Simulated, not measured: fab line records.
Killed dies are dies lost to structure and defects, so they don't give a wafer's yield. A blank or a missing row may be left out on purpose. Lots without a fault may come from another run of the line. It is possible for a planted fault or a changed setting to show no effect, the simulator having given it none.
The tool behind it: which one?    flow gf180mcu    18 wafers from 6 lots sampled at 2 of the route's 602 steps

WHAT THE GAUGES READ, wafer by wafer
GF_V1_RS_MEAS_24: a four-point-probe measurement.
lot   measured      on             V1_W_RS (ohm/sq)
L399  day 18 20:46  film metro-01  0.327 0.320 0.324
L401  day 19 16:21  film metro-03  0.330 0.327 0.327
L408  day 22 07:01  film metro-01  0.317 0.324 0.316
L414  day 23 23:38  film metro-01  0.326 0.319 0.328
L417  day 25 07:31  film metro-01  0.335 0.338 0.336
L421  day 26 05:43  film metro-03  0.329 0.327 0.327

WHICH TOOL RAN EACH LOT (tool, then ch and the chambers of the sampled wafers, then the start)
lot   GF_V1_CVD_23
L399  cvd w-01 ch 0,1, day 18 20:39
L401  cvd w-02 ch 0,1, day 19 16:13
L408  cvd w-01 ch 0,1, day 22 06:53
L414  cvd w-01 ch 0,1, day 23 23:31
L417  cvd w-02 ch 0,1, day 25 07:23
L421  cvd w-01 ch 1, day 26 05:30
- GF_V1_CVD_23: deposits W, target thk 350 nm, time 105.05 s.

THE ANSWER, worked out from the rows above alone
Rule: the usual values come from the lots themselves. The widest of any qualifying gaps counts: lots, ordered by their means at a reading, are off when they make up no more than a third of the lots, leave a main group of 4 or more, and stand apart from it by 3 or more times the standard deviation of that group's means. A main group is skipped when, at the precision printed for the reading in the tables above, its means are all equal. A lot without any number at a reading at which 4 lots or more have one is off too. The other lots that the step has rows for count as sound.
No lot is off at any reading shown: from this, nothing can be told.

WHAT THE SIMULATOR HAD PUT IN
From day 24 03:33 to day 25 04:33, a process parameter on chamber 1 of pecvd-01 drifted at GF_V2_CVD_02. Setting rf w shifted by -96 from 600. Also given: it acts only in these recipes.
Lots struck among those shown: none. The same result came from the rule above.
